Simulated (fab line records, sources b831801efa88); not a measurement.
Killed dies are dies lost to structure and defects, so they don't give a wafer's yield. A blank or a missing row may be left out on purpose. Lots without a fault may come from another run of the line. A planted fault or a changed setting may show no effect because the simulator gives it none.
fab line records | flow sky130
record lots=24 wafers=72 last_day=50
route steps=708 shown METAL4@598 CAP2M@603 METAL5@662
lots that met no fault: from a run of the same line without faults
start_h: hours from the record's first day to the start of the lot's first wafer shown | wait_h: hours since the lot's step before | " the same as in the row above | L1.1+2: a row that stands for several wafers | - no value, or no start given | * or withheld: withheld | < > ~ a bound
route shown NAME@n: a module of which the file shows steps, and the number in the route of the first | usual: mean/standard deviation of fault-free wafers | same: alike in all rows | chamber/n: place in a boat | sites: the reading at each site | _std_site: their standard deviation | _edge_site: outer sites' mean less inner sites' | radius_mm: how far each site lies from the wafer's centre | mask NAME#n: copy n | behind: the tool/chamber that last shaped the wafer | hold: why the lot was held/for how many hours/how that ended | device: the transistor (n, p or np) that didn't switch | end of line: the same wafers' tests at the end of the route | a step without rows: its recipe alone | killed: dies lost to structure and defects at the first sort, not the wafer's yield | map: a wafer's dies, x killed, . not, _ none there
set.NAME: the setting as run; set.NAME@STEP: as run at that earlier step | model.NAME: the simulator's own value behind a step, which no gauge read
steps of the route over a sample of lots; a table a step, a row a wafer
services: from which hour (start_h, from the record's first day; less than 0 if before it) a tool's chamber was out of use, for how many hours, and why
## steps
# step SKY_METAL4_SPUTTER_00
# recipe material=Ti target_thk_nm=15 power_w=3000 time_s=10 chamber_pressure_pa=0.4
# usual chamber_pressure_pa=0.4002/0.00075 throttle_valve_pct=29.4/1
# columns lot.wafer tool chamber start_h wait_h chamber_pressure_pa throttle_valve_pct
L074.2 pvd_sputter-03 - 940.94 0.2 0.3998 28.6
L074.3 " - " " 0.3986 29.6
L074.4 " - " " 0.3999 29.2
L075.2 pvd_sputter-03 - 942.73 0.2 0.3997 29.5
L075.3 " - " " 0.4008 29.0
L075.4 " - " " 0.4007 28.8
L076.1 pvd_sputter-01 - 952.22 0.1 0.4008 28.3
L076.4 " - " " 0.3989 29.0
L076.5 " - " " 0.4011 31.3
L077.1 pvd_sputter-03 - 967.08 0.2 0.4005 30.8
L077.4 " - " " 0.4000 28.6
L077.6 " - " " 0.4012 28.6
L079.1 pvd_sputter-01 - 976.41 0.1 0.4009 29.2
L079.2 " - " " 0.4013 31.5
L079.6 " - " " 0.4000 28.5
L078.1 pvd_sputter-01 - 976.71 0.1 0.3995 29.5
L078.3 " - " " 0.4002 29.2
L078.6 " - " " 0.3997 28.1
L080.3 pvd_sputter-02 - 977.25 0.2 0.4006 29.8
L080.5 " - " " 0.4002 27.7
L080.6 " - " " 0.3999 30.3
L081.2 pvd_sputter-03 - 1002.15 0.2 0.3998 28.4
L081.5 " - " " 0.4011 29.1
L081.6 " - " " 0.4009 29.9
L083.1 pvd_sputter-03 - 1008.20 0.2 0.4019 29.2
L083.2 " - " " 0.4005 31.0
L083.5 " - " " 0.4001 28.8
L082.1 pvd_sputter-02 - 1010.90 0.2 0.4007 29.0
L082.2 " - " " 0.4008 29.8
L082.3 " - " " 0.4008 28.9
L084.1 pvd_sputter-01 - 1014.83 0.2 0.3998 31.4
L084.2 " - " " 0.3997 29.1
L084.3 " - " " 0.4012 29.5
L085.1 pvd_sputter-01 - 1024.32 0.1 0.4007 29.3
L085.3 " - " " 0.4023 28.4
L085.4 " - " " 0.4007 29.6
L086.1 pvd_sputter-03 - 1030.03 0.2 0.4002 29.7
L086.3 " - " " 0.4010 28.4
L086.6 " - " " 0.4008 28.5
L088.1 pvd_sputter-02 - 1046.16 0.2 0.4010 28.9
L088.3 " - " " 0.4008 30.1
L088.6 " - " " 0.3996 30.0
L087.2 pvd_sputter-01 - 1047.40 0.1 0.4010 28.4
L087.4 " - " " 0.4013 29.7
L087.6 " - " " 0.4007 29.5
L090.4 pvd_sputter-01 - 1048.44 0.1 0.3997 28.2
L090.5 " - " " 0.3993 31.6
L090.6 " - " " 0.4002 29.6
L089.1 pvd_sputter-02 - 1049.35 0.2 0.3994 29.1
L089.3 " - " " 0.4012 28.1
L089.6 " - " " 0.3982 29.4
L091.3 pvd_sputter-02 - 1053.69 0.2 0.4003 29.1
L091.4 " - " " 0.4004 28.0
L091.5 " - " " 0.3998 30.0
L092.1 pvd_sputter-02 - 1057.17 0.1 0.3995 28.7
L092.4 " - " " 0.4000 28.7
L092.5 " - " " 0.4000 27.8
L093.3 pvd_sputter-02 - 1067.29 0.1 0.4005 29.0
L093.4 " - " " 0.4004 29.1
L093.5 " - " " 0.4006 30.0
L094.3 pvd_sputter-01 - 1069.89 0.1 0.4014 30.0
L094.4 " - " " 0.4008 31.3
L094.6 " - " " 0.3982 28.2
L095.1 pvd_sputter-01 - 1074.71 0.1 0.4020 28.9
L095.5 " - " " 0.3994 29.9
L095.6 " - " " 0.4006 29.1
L096.2 pvd_sputter-03 - 1081.44 0.2 0.4006 29.4
L096.3 " - " " 0.4004 28.9
L096.5 " - " " 0.4001 28.7
L097.1 pvd_sputter-02 - 1084.93 0.1 0.4011 29.9
L097.5 " - " " 0.4001 27.6
L097.6 " - " " 0.3995 29.8
# step SKY_CAP2M_CVD_00
# recipe material=SiO2 target_thk_nm=15.5 temp_c=400 time_s=withheld rf_w=450
# usual heater_power_w=694/96 susceptor_temp_C=400.00/0.2
# columns lot.wafer tool chamber start_h wait_h heater_power_w susceptor_temp_C
L074.2 pecvd-03 0 941.09 0.0 662 399.93
L074.3 " 1 " " 588 399.93
L074.4 " 1 " " 604 399.91
L075.2 pecvd-02 0 942.89 0.0 733 400.21
L075.3 " 1 " " 664 400.21
L075.4 " 1 " " 664 399.99
L076.1 pecvd-03 0 952.38 0.0 665 399.87
L076.4 " 0 " " 676 399.95
L076.5 " 2 " " 694 399.96
L077.1 pecvd-04 0 967.23 0.0 766 400.21
L077.4 " 0 " " 742 400.05
L077.6 " 0 " " 772 400.08
L079.1 pecvd-04 0 976.56 0.0 810 400.19
L079.2 " 2 " " 579 400.19
L079.6 " 2 " " 564 400.09
L078.1 pecvd-03 1 976.86 0.0 659 399.97
L078.3 " 0 " " 691 400.06
L078.6 " 2 " " 783 400.15
L080.3 pecvd-04 0 977.41 0.0 882 400.04
L080.5 " 0 " " 868 400.13
L080.6 " 1 " " 650 400.05
L081.2 pecvd-02 0 1002.31 0.0 854 400.12
L081.5 " 1 " " 582 399.64
L081.6 " 2 " " 762 400.05
L083.1 pecvd-02 2 1008.36 0.0 720 399.84
L083.2 " 1 " " 640 399.90
L083.5 " 2 " " 718 399.87
L082.1 pecvd-04 2 1011.06 0.0 575 400.06
L082.2 " 0 " " 804 400.06
L082.3 " 2 " " 575 399.94
L084.1 pecvd-03 0 1014.99 0.0 687 399.85
L084.2 " 1 " " 717 400.13
L084.3 " 2 " " 725 399.94
L085.1 pecvd-03 2 1024.48 0.0 745 399.77
L085.3 " 1 " " 693 400.28
L085.4 " 2 " " 719 399.81
L086.1 pecvd-03 2 1030.18 0.0 711 400.24
L086.3 " 0 " " 704 400.24
L086.6 " 2 " " 716 399.75
L088.1 pecvd-03 0 1046.31 0.0 712 400.04
L088.3 " 2 " " 784 399.91
L088.6 " 2 " " 762 399.85
L087.2 pecvd-02 1 1047.56 0.0 624 400.50
L087.4 " 0 " " 854 400.01
L087.6 " 1 " " 630 400.10
L090.4 pecvd-04 1 1048.60 0.0 627 400.19
L090.5 " 0 " " 892 400.02
L090.6 " 2 " " 527 400.14
L089.1 pecvd-02 1 1049.51 0.0 583 400.22
L089.3 " 2 " " 734 400.07
L089.6 " 2 " " 739 399.89
L091.3 pecvd-02 1 1053.84 0.0 697 400.23
L091.4 " 0 " " 774 400.19
L091.5 " 1 " " 694 400.28
L092.1 pecvd-04 1 1057.32 0.0 589 400.03
L092.4 " 0 " " 830 399.59
L092.5 " 2 " " 483 399.49
L093.3 pecvd-03 2 1067.44 0.0 656 399.81
L093.4 " 1 " " 599 400.10
L093.5 " 0 " " 680 400.33
L094.3 pecvd-02 2 1070.04 0.0 745 400.13
L094.4 " 1 " " 664 400.00
L094.6 " 0 " " 857 400.02
L095.1 pecvd-04 2 1074.87 0.0 485 399.55
L095.5 " 2 " " 488 399.73
L095.6 " 0 " " 730 399.69
L096.2 pecvd-04 2 1081.59 0.0 556 399.67
L096.3 " 0 " " 820 399.99
L096.5 " 0 " " 820 400.48
L097.1 pecvd-02 0 1085.08 0.0 820 400.18
L097.5 " 1 " " 620 399.93
L097.6 " 0 " " 807 400.10
# step SKY_METAL5_SPUTTER_01
# recipe material=TiN target_thk_nm=20 power_w=6500 time_s=16.7 chamber_pressure_pa=0.4
# usual chamber_pressure_pa=0.4001/0.00086 throttle_valve_pct=29.8/1.1
# columns lot.wafer tool chamber start_h wait_h chamber_pressure_pa throttle_valve_pct
L074.2 pvd_sputter-01 - 1016.13 0.0 0.3993 31.3
L074.3 " - " " 0.3994 29.2
L074.4 " - " " 0.3998 28.3
L075.2 pvd_sputter-01 - 1018.72 0.0 0.4011 29.0
L075.3 " - " " 0.3994 31.4
L075.4 " - " " 0.3998 28.5
L076.1 pvd_sputter-01 - 1026.04 0.0 0.3989 28.2
L076.4 " - " " 0.4000 29.0
L076.5 " - " " 0.4000 28.9
L077.1 pvd_sputter-04 - 1040.67 0.0 0.3988 29.9
L077.4 " - " " 0.3992 29.6
L077.6 " - " " 0.3998 29.8
L079.1 pvd_sputter-03 - 1048.91 0.0 0.3992 29.1
L079.2 " - " " 0.3989 28.9
L079.6 " - " " 0.3997 28.9
L078.1 pvd_sputter-03 - 1049.56 0.0 0.4009 29.5
L078.3 " - " " 0.4002 29.3
L078.6 " - " " 0.4008 29.0
L080.3 pvd_sputter-01 - 1050.25 0.0 0.4005 31.2
L080.5 " - " " 0.4008 28.3
L080.6 " - " " 0.4003 31.3
L081.2 pvd_sputter-04 - 1073.89 0.0 0.3985 29.6
L081.5 " - " " 0.4013 29.6
L081.6 " - " " 0.4001 32.4
L083.1 pvd_sputter-04 - 1079.17 0.0 0.3995 32.4
L083.2 " - " " 0.4007 29.4
L083.5 " - " " 0.4007 32.2
L082.1 pvd_sputter-04 - 1080.81 0.0 0.3998 29.6
L082.2 " - " " 0.4005 29.4
L082.3 " - " " 0.4007 29.6
L084.1 pvd_sputter-01 - 1083.32 0.0 0.4016 28.4
L084.2 " - " " 0.3993 29.8
L084.3 " - " " 0.3997 29.0
L085.1 pvd_sputter-03 - 1092.97 0.0 0.4002 28.8
L085.3 " - " " 0.3997 31.0
L085.4 " - " " 0.3990 29.0
L086.1 pvd_sputter-04 - 1097.91 0.0 0.4009 29.6
L086.3 " - " " 0.3985 32.2
L086.6 " - " " 0.3989 29.1
L088.1 pvd_sputter-01 - 1113.81 0.0 0.3988 28.5
L088.3 " - " " 0.4000 28.9
L088.6 " - " " 0.3998 29.1
L087.2 pvd_sputter-03 - 1114.95 0.0 0.3993 29.3
L087.4 " - " " 0.4011 28.9
L087.6 " - " " 0.3992 30.8
L090.4 pvd_sputter-01 - 1115.58 0.0 0.4016 28.2
L090.5 " - " " 0.3995 29.1
L090.6 " - " " 0.4008 28.5
L089.1 pvd_sputter-03 - 1116.40 0.0 0.4005 29.0
L089.3 " - " " 0.4004 30.0
L089.6 " - " " 0.3999 29.6
L091.3 pvd_sputter-04 - 1120.52 0.0 0.3994 29.6
L091.4 " - " " 0.4010 32.3
L091.5 " - " " 0.3988 29.7
L092.1 pvd_sputter-01 - 1124.52 0.0 0.3998 28.3
L092.4 " - " " 0.4005 29.0
L092.5 " - " " 0.3985 28.4
L093.3 pvd_sputter-04 - 1132.29 0.0 0.4003 32.5
L093.4 " - " " 0.3993 29.8
L093.5 " - " " 0.4009 29.6
L094.3 pvd_sputter-04 - 1134.98 0.0 0.3997 29.6
L094.4 " - " " 0.3977 32.3
L094.6 " - " " 0.4013 29.3
L095.1 pvd_sputter-03 - 1139.24 0.0 0.4002 28.6
L095.5 " - " " 0.3995 29.6
L095.6 " - " " 0.3987 30.8
L096.2 pvd_sputter-03 - 1145.76 0.0 0.4003 30.8
L096.3 " - " " 0.3991 29.2
L096.5 " - " " 0.3989 29.0
L097.1 pvd_sputter-01 - 1148.20 0.0 0.4004 29.3
L097.5 " - " " 0.4014 29.3
L097.6 " - " " 0.4002 28.9
# step SKY_METAL5_SPUTTER_03
# recipe material=Ti target_thk_nm=5 power_w=3000 time_s=3.3 chamber_pressure_pa=0.4
# usual chamber_pressure_pa=0.4001/0.00082 throttle_valve_pct=29.8/1.1
# columns lot.wafer tool chamber start_h wait_h chamber_pressure_pa throttle_valve_pct
L074.2 pvd_sputter-01 - 1016.21 0.0 0.4006 31.5
L074.3 " - " " 0.3997 28.6
L074.4 " - " " 0.3996 28.4
L075.2 pvd_sputter-01 - 1018.80 0.0 0.4005 29.2
L075.3 " - " " 0.3995 31.4
L075.4 " - " " 0.3991 28.5
L076.1 pvd_sputter-01 - 1026.11 0.0 0.3994 28.4
L076.4 " - " " 0.4000 29.1
L076.5 " - " " 0.3999 28.9
L077.1 pvd_sputter-04 - 1040.76 0.0 0.3996 29.5
L077.4 " - " " 0.4005 29.8
L077.6 " - " " 0.4007 29.6
L079.1 pvd_sputter-03 - 1048.99 0.0 0.4002 29.2
L079.2 " - " " 0.3997 29.0
L079.6 " - " " 0.4002 28.7
L078.1 pvd_sputter-03 - 1049.64 0.0 0.4009 29.6
L078.3 " - " " 0.3997 29.2
L078.6 " - " " 0.3991 29.1
L080.3 pvd_sputter-01 - 1050.32 0.0 0.4003 31.2
L080.5 " - " " 0.3999 28.3
L080.6 " - " " 0.4001 30.9
L081.2 pvd_sputter-04 - 1073.97 0.0 0.4010 29.9
L081.5 " - " " 0.3994 29.5
L081.6 " - " " 0.4008 32.6
L083.1 pvd_sputter-04 - 1079.25 0.0 0.4008 32.3
L083.2 " - " " 0.4002 29.3
L083.5 " - " " 0.3993 32.2
L082.1 pvd_sputter-04 - 1080.89 0.0 0.3994 29.5
L082.2 " - " " 0.4022 29.4
L082.3 " - " " 0.4002 29.7
L084.1 pvd_sputter-01 - 1083.40 0.0 0.4010 28.5
L084.2 " - " " 0.4005 29.7
L084.3 " - " " 0.3995 28.8
L085.1 pvd_sputter-03 - 1093.04 0.0 0.3987 28.6
L085.3 " - " " 0.4002 30.8
L085.4 " - " " 0.4009 29.0
L086.1 pvd_sputter-04 - 1097.99 0.0 0.4002 29.9
L086.3 " - " " 0.4007 32.1
L086.6 " - " " 0.3998 29.3
L088.1 pvd_sputter-01 - 1113.89 0.0 0.4000 28.2
L088.3 " - " " 0.4001 29.1
L088.6 " - " " 0.4017 29.2
L087.2 pvd_sputter-03 - 1115.03 0.0 0.3998 29.7
L087.4 " - " " 0.4003 28.9
L087.6 " - " " 0.3990 31.0
L090.4 pvd_sputter-01 - 1115.66 0.0 0.3987 28.2
L090.5 " - " " 0.3984 29.1
L090.6 " - " " 0.3984 27.9
L089.1 pvd_sputter-03 - 1116.49 0.0 0.4000 28.8
L089.3 " - " " 0.3997 29.6
L089.6 " - " " 0.4004 29.5
L091.3 pvd_sputter-04 - 1120.60 0.0 0.3994 29.7
L091.4 " - " " 0.3997 32.3
L091.5 " - " " 0.4006 30.0
L092.1 pvd_sputter-01 - 1124.59 0.0 0.4004 28.2
L092.4 " - " " 0.3995 29.0
L092.5 " - " " 0.4005 28.5
L093.3 pvd_sputter-04 - 1132.37 0.0 0.4016 32.5
L093.4 " - " " 0.4009 29.5
L093.5 " - " " 0.3996 29.5
L094.3 pvd_sputter-04 - 1135.06 0.0 0.4010 29.7
L094.4 " - " " 0.3990 32.3
L094.6 " - " " 0.4000 29.3
L095.1 pvd_sputter-03 - 1139.32 0.0 0.3992 29.0
L095.5 " - " " 0.3998 29.7
L095.6 " - " " 0.3982 30.8
L096.2 pvd_sputter-03 - 1145.84 0.0 0.4003 30.7
L096.3 " - " " 0.4008 29.2
L096.5 " - " " 0.4000 29.0
L097.1 pvd_sputter-01 - 1148.27 0.0 0.4004 28.9
L097.5 " - " " 0.3999 29.5
L097.6 " - " " 0.4003 29.1
# step SKY_METAL5_THK_MEAS_06
# recipe thk_meas_gauge=xrf reads=AlCu_of_METAL5_SPUTTER_02
# usual METAL5_ALCU_THK=1172/11
# columns lot.wafer tool chamber start_h wait_h METAL5_ALCU_THK[nm]
L074.2 film_metro-01 - 1016.41 0.1 1182
L074.3 " - " " 1181
L074.4 " - " " 1180
L075.2 film_metro-04 - 1019.00 0.1 1175
L075.3 " - " " 1203
L075.4 " - " " 1195
L076.1 film_metro-01 - 1026.30 0.1 1178
L076.4 " - " " 1174
L076.5 " - " " 1174
L077.1 film_metro-01 - 1040.96 0.1 1160
L077.4 " - " " 1166
L077.6 " - " " 1157
L079.1 film_metro-02 - 1049.18 0.1 1166
L079.2 " - " " 1166
L079.6 " - " " 1162
L078.1 film_metro-01 - 1049.83 0.1 1159
L078.3 " - " " 1174
L078.6 " - " " 1173
L080.3 film_metro-02 - 1050.53 0.1 1175
L080.5 " - " " 1170
L080.6 " - " " 1172
L081.2 film_metro-02 - 1074.17 0.1 1164
L081.5 " - " " 1174
L081.6 " - " " 1158
L083.1 film_metro-01 - 1079.44 0.1 1178
L083.2 " - " " 1165
L083.5 " - " " 1174
L082.1 film_metro-02 - 1081.07 0.1 1165
L082.2 " - " " 1158
L082.3 " - " " 1166
L084.1 film_metro-04 - 1083.58 0.1 1173
L084.2 " - " " 1167
L084.3 " - " " 1172
L085.1 film_metro-02 - 1093.23 0.1 1185
L085.3 " - " " 1179
L085.4 " - " " 1179
L086.1 film_metro-02 - 1098.17 0.1 1168
L086.3 " - " " 1179
L086.6 " - " " 1170
L088.1 film_metro-01 - 1114.07 0.1 1167
L088.3 " - " " 1168
L088.6 " - " " 1175
L087.2 film_metro-01 - 1115.24 0.1 1177
L087.4 " - " " 1189
L087.6 " - " " 1183
L090.4 film_metro-04 - 1115.88 0.1 1167
L090.5 " - " " 1165
L090.6 " - " " 1168
L089.1 film_metro-04 - 1116.68 0.1 1174
L089.3 " - " " 1167
L089.6 " - " " 1160
L091.3 film_metro-01 - 1120.81 0.1 1192
L091.4 " - " " 1196
L091.5 " - " " 1187
L092.1 film_metro-04 - 1124.78 0.1 1174
L092.4 " - " " 1178
L092.5 " - " " 1176
L093.3 film_metro-04 - 1132.57 0.1 1169
L093.4 " - " " 1173
L093.5 " - " " 1182
L094.3 film_metro-01 - 1135.27 0.1 1156
L094.4 " - " " 1148
L094.6 " - " " 1161
L095.1 film_metro-02 - 1139.51 0.1 1151
L095.5 " - " " 1140
L095.6 " - " " 1146
L096.2 film_metro-01 - 1146.04 0.1 1184
L096.3 " - " " 1193
L096.5 " - " " 1202
L097.1 film_metro-04 - 1148.46 0.1 1173
L097.5 " - " " 1174
L097.6 " - " " 1172
# step SKY_METAL5_STRIP_16
# recipe chemistry=O2/N2 power_w=1400 pressure_mtorr=1500 platen_temp_c=withheld o2_flow_sccm=3000 n2_flow_sccm=300 overash_fraction=0.5
# usual drypump_motor_current_A=5.9/0.45 oes_product_au=0.711/0.0044 strip_time_to_endpoint_s=13.04/0.14
# columns lot.wafer tool chamber start_h wait_h drypump_motor_current_A oes_product_au rf_hours_counter_h strip_time_to_endpoint_s
L074.2 plasma_asher-01 1 1039.41 0.2 5.9 0.708 88 13.09
L074.3 " 0 " " 5.1 0.710 - 13.09
L074.4 " 1 " " 5.9 0.708 - 12.93
L075.2 plasma_asher-02 0 1041.21 0.2 6.4 0.708 116 13.01
L075.3 " 0 " " 6.4 0.706 - 13.35
L075.4 " 1 " " 5.9 0.718 - 13.17
L076.1 plasma_asher-02 0 1049.33 0.4 6.4 0.709 117 13.11
L076.4 " 1 " " 5.9 0.707 - 13.08
L076.5 " 1 " " 5.9 0.714 - 13.26
L077.1 plasma_asher-01 1 1062.66 0.2 5.9 0.712 91 12.82
L077.4 " 0 " " 5.1 0.713 - 12.98
L077.6 " 0 " " 5.1 0.718 - 12.78
L079.1 plasma_asher-02 1 1070.91 0.2 5.9 0.710 1 13.06
L079.2 " 0 " " 6.4 0.718 1 12.81
L079.6 " 1 " " 5.9 0.708 - 12.80
L078.1 plasma_asher-04 0 1071.41 0.2 5.5 0.712 30 13.10
L078.3 " 0 " " 5.5 0.708 - 13.08
L078.6 " 1 " " 5.7 0.701 - 13.12
L080.3 plasma_asher-01 0 1072.04 0.1 5.0 0.716 - 13.04
L080.5 " 1 " " 5.9 0.712 - 13.03
L080.6 " 0 " " 5.0 0.709 - 12.91
L081.2 plasma_asher-01 0 1094.84 0.2 5.1 0.717 94 13.14
L081.5 " 1 " " 5.9 0.706 - 12.82
L081.6 " 0 " " 5.1 0.714 - 13.14
L083.1 plasma_asher-02 0 1100.51 0.2 6.4 0.714 4 13.04
L083.2 " 1 " " 5.9 0.712 4 13.13
L083.5 " 1 " " 5.9 0.712 - 13.03
L082.1 plasma_asher-01 0 1101.79 0.2 5.0 0.709 95 13.12
L082.2 " 1 " " 5.9 0.710 95 12.91
L082.3 " 1 " " 5.9 0.716 - 13.04
L084.1 plasma_asher-01 0 1104.11 0.2 5.0 0.713 95 13.03
L084.2 " 1 " " 5.9 0.709 95 13.09
L084.3 " 1 " " 5.9 0.717 - 13.10
L085.1 plasma_asher-02 0 1114.01 0.2 6.4 0.700 5 12.77
L085.3 " 1 " " 5.9 0.714 - 12.99
L085.4 " 0 " " 6.4 0.712 - 12.83
L086.1 plasma_asher-02 1 1118.14 0.2 5.9 0.712 5 12.90
L086.3 " 0 " " 6.4 0.707 - 13.09
L086.6 " 0 " " 6.4 0.697 - 12.82
L088.1 plasma_asher-02 0 1133.24 0.2 6.4 0.703 7 13.18
L088.3 " 0 " " 6.4 0.710 - 13.23
L088.6 " 0 " " 6.4 0.712 - 13.17
L087.2 plasma_asher-02 1 1134.61 0.2 5.9 0.711 7 13.20
L087.4 " 1 " " 5.9 0.711 - 13.23
L087.6 " 1 " " 5.9 0.712 - 13.16
L090.4 plasma_asher-01 1 1135.39 0.1 5.9 0.707 - 13.13
L090.5 " 0 " " 5.1 0.718 - 13.22
L090.6 " 1 " " 5.9 0.707 - 13.05
L089.1 plasma_asher-02 1 1136.36 0.2 5.9 0.711 7 13.27
L089.3 " 1 " " 5.9 0.705 - 13.01
L089.6 " 0 " " 6.5 0.715 - 13.20
L091.3 plasma_asher-02 0 1140.22 0.1 6.4 0.719 - 13.01
L091.4 " 1 " " 5.9 0.706 - 12.79
L091.5 " 1 " " 5.9 0.705 - 12.82
L092.1 plasma_asher-02 1 1145.26 0.2 5.9 0.707 8 13.00
L092.4 " 1 " " 5.9 0.709 - 13.06
L092.5 " 1 " " 5.9 0.710 - 13.07
L093.3 plasma_asher-01 1 1151.84 0.1 5.9 0.713 - 12.92
L093.4 " 0 " " 5.1 0.713 - 13.10
L093.5 " 1 " " 5.9 0.714 - 13.19
L094.3 plasma_asher-02 1 1154.34 0.1 5.9 0.711 - 13.11
L094.4 " 0 " " 6.4 0.715 - 13.05
L094.6 " 0 " " 6.4 0.709 - 13.06
L095.1 plasma_asher-04 0 1158.06 0.2 5.6 0.708 39 13.15
L095.5 " 0 " " 5.6 0.717 - 13.22
L095.6 " 1 " " 5.7 0.712 - 13.21
L096.2 plasma_asher-02 0 1164.76 0.2 6.4 0.713 10 13.21
L096.3 " 0 " " 6.4 0.714 - 13.10
L096.5 " 0 " " 6.4 0.712 - 12.84
L097.1 plasma_asher-04 1 1165.84 0.2 5.7 0.709 39 12.79
L097.5 " 1 " " 5.8 0.712 - 12.84
L097.6 " 0 " " 5.5 0.711 - 13.11
## services
# columns tool chamber start_h hours kind
pecvd-04 - 942.08 14.6 pm
plasma_asher-04 - 952.09 2.5 repair
pecvd-02 - 955.15 28.1 pm
pvd_sputter-04 - 956.48 3.4 repair
pecvd-04 1 964.68 4.0 repair
pvd_sputter-02 - 968.61 0.7 repair
pvd_sputter-02 - 982.93 3.2 repair
pvd_sputter-02 - 984.59 14.8 repair
pvd_sputter-02 - 998.39 8.0 repair
pvd_sputter-01 - 1000.82 4.7 repair
plasma_asher-02 - 1002.20 0.7 repair
plasma_asher-04 - 1005.48 1.5 repair
pecvd-04 - 1019.66 2.8 repair
plasma_asher-02 - 1030.95 2.8 pm
pvd_sputter-03 - 1039.81 9.0 repair
plasma_asher-02 - 1055.25 9.0 pm
plasma_asher-02 - 1061.66 1.6 repair
pvd_sputter-03 - 1065.12 14.2 repair
pvd_sputter-01 - 1094.32 7.4 repair
pecvd-03 - 1098.23 2.8 pm
plasma_asher-01 - 1123.76 3.1 repair
pecvd-03 1 1126.44 18.1 repair
pecvd-03 2 1162.79 12.4 repair
plasma_asher-01 - 1163.14 11.1 repair
## key
fault none
